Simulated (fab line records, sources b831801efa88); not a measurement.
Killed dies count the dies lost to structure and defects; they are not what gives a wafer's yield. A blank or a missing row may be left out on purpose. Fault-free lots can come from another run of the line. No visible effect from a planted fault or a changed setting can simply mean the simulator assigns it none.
fab line records -- flow sky130
record: lots: 14, wafers: 42, last_day: 50
route steps=708 shown SD_N@356 SD_P@359
lots untouched by any fault: they come from a run of this same line in which no faults occurred
start_h: hours from the record's opening day to when the first of the lot's shown wafers began -- wait_h: how many hours have passed since the lot's step before this one -- " repeats the value in the row above -- L1.1+2: a single row standing in for several wafers -- - no value, or no start given -- * or withheld: withheld -- < > ~ a bound
route shown NAME@n: names a module that has steps shown in the file, with the first one's number in the route -- usual: mean and standard deviation over wafers with no fault -- same: alike in all rows -- chamber/n: place in a boat -- sites: each site's reading -- _std_site: the standard deviation of these -- _edge_site: inner sites' mean taken away from outer sites' mean -- radius_mm: how far each site lies from the wafer's centre -- mask NAME#n: copy n -- behind: the last tool/chamber to shape the wafer -- hold: reason for holding the lot/hours on hold/outcome of the hold -- device: which transistor (n, p or np) failed to switch -- end of line: at the end of the route, the tests of the same wafers -- a step given without rows: its recipe and nothing more -- killed: at the first sort, the dies lost to defects and structure; wafer yield is something else -- map: per-die view of a wafer (x killed, . not killed, _ where there is no die)
set.NAME: the setting the step ran with; set.NAME@STEP: the setting that earlier step ran with -- model.NAME: the simulator's own value behind a step, which no gauge read
one table for each step of the route and one row for each wafer, over a sample of lots
services: the hour from which a tool's chamber was out of use, counted from the record's first day as start_h (under 0 if before that day), plus the number of hours and why
== steps ==
step: SKY_SD_N_RTA_14
recipe: temp_c: 1075, time_s: 2, idle_temp_c: 650, ramp_up_c_per_s: 150, ramp_down_c_per_s: 90, ambient: N2
usual: lamp_power_pct: 15.73/0.05, wafer_temp_C_max: 1078.1/1.4
lot.wafer,tool,chamber,start_h,wait_h,lamp_power_pct,wafer_temp_C_max
L854.2,rtp_anneal-02,0,670.28,0.0,15.74,1076.4
L854.5,rtp_anneal-02,0,670.28,0.0,15.71,1078.8
L854.6,rtp_anneal-02,0,670.28,0.0,15.81,1076.8
L856.1,rtp_anneal-02,0,683.27,0.0,15.72,1078.4
L856.5,rtp_anneal-02,0,683.27,0.0,15.64,1080.1
L856.6,rtp_anneal-02,0,683.27,0.0,15.75,1079.0
L858.1,rtp_anneal-02,0,699.43,0.0,15.82,1076.7
L858.4,rtp_anneal-02,0,699.43,0.0,15.73,1082.1
L858.5,rtp_anneal-02,0,699.43,0.0,15.61,1077.1
L859.1,rtp_anneal-01,0,705.97,0.0,15.69,1081.4
L859.2,rtp_anneal-01,0,705.97,0.0,15.66,1077.0
L859.3,rtp_anneal-01,0,705.97,0.0,15.76,1077.9
L860.1,rtp_anneal-02,0,709.87,0.0,15.73,1076.4
L860.3,rtp_anneal-02,0,709.87,0.0,15.70,1075.6
L860.4,rtp_anneal-02,0,709.87,0.0,15.74,1076.7
L861.1,rtp_anneal-01,0,723.18,0.0,15.69,1077.2
L861.2,rtp_anneal-01,0,723.18,0.0,15.73,1079.6
L861.3,rtp_anneal-01,0,723.18,0.0,15.82,1078.7
L863.1,rtp_anneal-01,0,733.66,0.0,15.82,1077.9
L863.5,rtp_anneal-01,0,733.66,0.0,15.69,1077.6
L863.6,rtp_anneal-01,0,733.66,0.0,15.76,1076.2
L864.3,rtp_anneal-02,0,750.65,0.0,15.70,1080.4
L864.4,rtp_anneal-02,0,750.65,0.0,15.76,1077.3
L864.5,rtp_anneal-02,0,750.65,0.0,15.75,1076.3
L865.4,rtp_anneal-01,0,756.95,0.0,15.75,1077.5
L865.5,rtp_anneal-01,0,756.95,0.0,15.74,1077.4
L865.6,rtp_anneal-01,0,756.95,0.0,15.76,1079.6
L866.3,rtp_anneal-02,0,764.65,0.0,15.65,1077.8
L866.5,rtp_anneal-02,0,764.65,0.0,15.72,1078.8
L866.6,rtp_anneal-02,0,764.65,0.0,15.72,1075.6
L867.2,rtp_anneal-01,0,775.19,0.0,15.75,1077.0
L867.3,rtp_anneal-01,0,775.19,0.0,15.71,1079.4
L867.5,rtp_anneal-01,0,775.19,0.0,15.79,1077.4
L869.1,rtp_anneal-01,0,786.33,0.0,14.22,1076.5
L869.2,rtp_anneal-01,0,786.33,0.0,14.37,1078.4
L869.4,rtp_anneal-01,0,786.33,0.0,14.36,1078.6
L871.1,rtp_anneal-01,0,797.98,0.0,14.28,1079.2
L871.5,rtp_anneal-01,0,797.98,0.0,14.23,1076.9
L871.6,rtp_anneal-01,0,797.98,0.0,14.25,1076.6
L874.2,rtp_anneal-02,0,818.56,0.0,15.82,1077.7
L874.3,rtp_anneal-02,0,818.56,0.0,15.77,1078.5
L874.6,rtp_anneal-02,0,818.56,0.0,15.64,1078.3
step: SKY_SD_N_RS_MEAS_16
recipe: thk_meas_gauge: four-point-probe
usual: SD_N_RS: 68.53/0.1
lot.wafer,tool,chamber,start_h,wait_h,SD_N_RS[ohm/sq]
L854.2,film_metro-01,-,670.46,0.1,68.51
L854.5,film_metro-01,-,670.46,0.1,68.38
L854.6,film_metro-01,-,670.46,0.1,68.44
L856.1,film_metro-02,-,683.44,0.1,68.38
L856.5,film_metro-02,-,683.44,0.1,68.57
L856.6,film_metro-02,-,683.44,0.1,68.64
L858.1,film_metro-01,-,699.60,0.1,68.58
L858.4,film_metro-01,-,699.60,0.1,68.72
L858.5,film_metro-01,-,699.60,0.1,68.64
L859.1,film_metro-01,-,706.14,0.1,68.68
L859.2,film_metro-01,-,706.14,0.1,68.47
L859.3,film_metro-01,-,706.14,0.1,68.41
L860.1,film_metro-03,-,710.04,0.1,68.50
L860.3,film_metro-03,-,710.04,0.1,68.73
L860.4,film_metro-03,-,710.04,0.1,68.55
L861.1,film_metro-02,-,723.40,0.1,68.47
L861.2,film_metro-02,-,723.40,0.1,68.48
L861.3,film_metro-02,-,723.40,0.1,68.44
L863.1,film_metro-01,-,733.83,0.1,68.41
L863.5,film_metro-01,-,733.83,0.1,68.47
L863.6,film_metro-01,-,733.83,0.1,68.43
L864.3,film_metro-02,-,750.85,0.1,68.43
L864.4,film_metro-02,-,750.85,0.1,68.50
L864.5,film_metro-02,-,750.85,0.1,68.42
L865.4,film_metro-02,-,757.15,0.1,68.31
L865.5,film_metro-02,-,757.15,0.1,68.52
L865.6,film_metro-02,-,757.15,0.1,68.44
L866.3,film_metro-01,-,764.88,0.1,68.51
L866.5,film_metro-01,-,764.88,0.1,68.56
L866.6,film_metro-01,-,764.88,0.1,68.66
L867.2,film_metro-01,-,775.38,0.1,68.71
L867.3,film_metro-01,-,775.38,0.1,68.57
L867.5,film_metro-01,-,775.38,0.1,68.61
L869.1,film_metro-02,-,786.50,0.1,74.74
L869.2,film_metro-02,-,786.50,0.1,74.63
L869.4,film_metro-02,-,786.50,0.1,74.74
L871.1,film_metro-02,-,798.15,0.1,74.85
L871.5,film_metro-02,-,798.15,0.1,74.59
L871.6,film_metro-02,-,798.15,0.1,74.75
L874.2,film_metro-03,-,818.79,0.1,68.57
L874.3,film_metro-03,-,818.79,0.1,68.58
L874.6,film_metro-03,-,818.79,0.1,68.67
step: SKY_SD_N_RS_MEAS_17
recipe: thk_meas_gauge: four-point-probe
usual: SD_P_RS: 147.0/0.32
lot.wafer,tool,chamber,start_h,wait_h,SD_P_RS[ohm/sq]
L854.2,film_metro-01,-,670.58,0.1,146.3
L854.5,film_metro-01,-,670.58,0.1,146.6
L854.6,film_metro-01,-,670.58,0.1,147.1
L856.1,film_metro-02,-,683.56,0.1,146.6
L856.5,film_metro-02,-,683.56,0.1,146.9
L856.6,film_metro-02,-,683.56,0.1,147.1
L858.1,film_metro-01,-,699.72,0.1,147.4
L858.4,film_metro-01,-,699.72,0.1,146.8
L858.5,film_metro-01,-,699.72,0.1,146.9
L859.1,film_metro-01,-,706.26,0.1,146.9
L859.2,film_metro-01,-,706.26,0.1,146.6
L859.3,film_metro-01,-,706.26,0.1,146.9
L860.1,film_metro-03,-,710.16,0.1,147.3
L860.3,film_metro-03,-,710.16,0.1,147.1
L860.4,film_metro-03,-,710.16,0.1,147.1
L861.1,film_metro-02,-,723.52,0.1,146.8
L861.2,film_metro-02,-,723.52,0.1,147.0
L861.3,film_metro-02,-,723.52,0.1,146.5
L863.1,film_metro-01,-,733.95,0.1,146.5
L863.5,film_metro-01,-,733.95,0.1,146.4
L863.6,film_metro-01,-,733.95,0.1,146.1
L864.3,film_metro-02,-,750.97,0.1,146.7
L864.4,film_metro-02,-,750.97,0.1,146.6
L864.5,film_metro-02,-,750.97,0.1,146.8
L865.4,film_metro-02,-,757.27,0.1,146.5
L865.5,film_metro-02,-,757.27,0.1,146.9
L865.6,film_metro-02,-,757.27,0.1,146.5
L866.3,film_metro-01,-,765.00,0.1,147.4
L866.5,film_metro-01,-,765.00,0.1,147.0
L866.6,film_metro-01,-,765.00,0.1,147.3
L867.2,film_metro-01,-,775.50,0.1,147.6
L867.3,film_metro-01,-,775.50,0.1,147.1
L867.5,film_metro-01,-,775.50,0.1,147.0
L869.1,film_metro-02,-,786.62,0.1,185.9
L869.2,film_metro-02,-,786.62,0.1,185.4
L869.4,film_metro-02,-,786.62,0.1,185.6
L871.1,film_metro-02,-,798.27,0.1,185.4
L871.5,film_metro-02,-,798.27,0.1,185.4
L871.6,film_metro-02,-,798.27,0.1,185.4
L874.2,film_metro-03,-,818.91,0.1,146.8
L874.3,film_metro-03,-,818.91,0.1,147.0
L874.6,film_metro-03,-,818.91,0.1,146.9
== services ==
tool,chamber,start_h,hours,kind
rtp_anneal-01,-,683.56,1.7,pm
== key ==
first_sign: step: SKY_SD_N_RTA_14, reading: lamp_power_pct, direction: down, sigmas: 29, usual: 15.73, struck: 14.28
effect: step: SKY_SD_N_RS_MEAS_16, reading: SD_N_RS, direction: up, sigmas: 62, usual: 68.53, struck: 74.72
effect: step: SKY_SD_N_RS_MEAS_17, reading: SD_P_RS, direction: up, sigmas: 99+, usual: 147.0, struck: 185.5
met_at SKY_SD_N_RTA_14
struck_lots L869,L871
tester_left_out L869,L871
onset_between 775.19 786.33
fault: kind: process_parameter_drift, tool: rtp_anneal-01, chamber: -, onset_h: 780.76, steps: SKY_SD_N_RTA_14, channel: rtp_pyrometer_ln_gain, offset: 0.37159, shape: step, end_h: 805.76
tester_left_out: of these lots the tester's yield and bins aren't shown, on N5 and GAA mostly nor the transistor test; their killed dies are dies lost to structure and defects alone, not to doping, threshold or leakage, so they don't give the yield
